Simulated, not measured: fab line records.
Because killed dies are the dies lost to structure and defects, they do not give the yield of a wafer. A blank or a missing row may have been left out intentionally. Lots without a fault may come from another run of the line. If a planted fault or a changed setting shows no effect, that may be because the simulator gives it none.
A lot that was struck, set against a sound lot || flow sky130 || 14 out of 708 route steps
Sound: wafers L838.1, L838.2, L838.5. Struck: wafers L842.1, L842.3, L842.4. The cause is given at the end.
For every step that has rows: the tool of each side, followed by ch and its chambers, followed by its first start. Under that, the readings that differ: sound wafers || struck wafers || difference of the means || sigmas: that difference in standard deviations of wafers without a fault.
alike: same words and numbers on both sides, and readings whose means sit less than 2 such deviations apart. not compared: any withheld reading, any reading some wafer has no value for, any bound like >300 that may hide the same value, and any number with overlapping values for which the record gives no deviation.
A row with sigmas, a row that says differs or no value, or rows on one side alone: a step with any of these is where the two part. Non-overlapping numbers with no deviation appear without sigmas and do not part them. A reading missing from all wafers of one side parts the sides only when that side holds two or more wafers.

first, 4 steps without rows for these wafers: SKY_VT_ADJUST_LVTN_SOFTBAKE_14 (time 60 s); SKY_VT_ADJUST_LVTN_EXPOSE_15 (exposes mask HVN STD DERIVED, target cd 600 nm); SKY_VT_ADJUST_LVTN_PEB_16; SKY_VT_ADJUST_LVTN_DEVELOP_17 (develop time 60 s).
SKY_VT_ADJUST_LVTN_OVL_MEAS_18:
  struck on overlay-01, day 12 07:49; sound on overlay-01, day 11 05:52
  alike: VT_ADJUST_LVTN_01_OVL
following that, these wafers have no rows for 1 step: SKY_VT_ADJUST_LVTN_IMPLANT_19.
SKY_VT_ADJUST_LVTN_STRIP_20: strips in O2/N2.
  sound on plasma-asher-03 ch 0,1, day 11 06:02; struck on plasma-asher-02 ch 0,1, day 12 08:00
  alike: chamber-pressure-mTorr, drypump-motor-current-A, oes-product-au, strip-time-to-endpoint-s
  not compared: rf-hours-counter-h
SKY_VT_ADJUST_LVTN_TW_MEAS_21:
  struck on film-metro-02, day 12 08:06; sound on film-metro-02, day 11 06:08
  alike: VT_ADJUST_LVTN_2_TW
then, 4 steps without rows for these wafers: SKY_VT_ADJUST_NCORE_DEHYDRATE_00 (time 60 s); SKY_VT_ADJUST_NCORE_HMDS_01 (prime time 60 s); SKY_VT_ADJUST_NCORE_COAT_02 (resist thk 1140 nm); SKY_VT_ADJUST_NCORE_SOFTBAKE_03 (time 60 s).
SKY_VT_ADJUST_NCORE_EXPOSE_04: exposes mask LVTN COMPLEMENT THIN, target cd 380 nm.
  struck on iline-stepper-01, day 12 20:13; sound on iline-stepper-01 ch 0, day 11 17:29
  no value came back on the struck wafers for exposure-dose-mJ-cm2, focus-offset-nm (nm); on the sound wafers exposure-dose-mJ-cm2 reads 139.15 138.90 139.00
  alike: mask
following that, these wafers have no rows for 1 step: SKY_VT_ADJUST_NCORE_PEB_05.

== WHERE THEY PART ==
Within this record, at SKY_VT_ADJUST_NCORE_EXPOSE_04 only.

WHY: the cause the simulator had injected
Step skipped in full: iline-stepper-01, at SKY_VT_ADJUST_NCORE_EXPOSE_04, from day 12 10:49 onward. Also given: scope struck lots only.
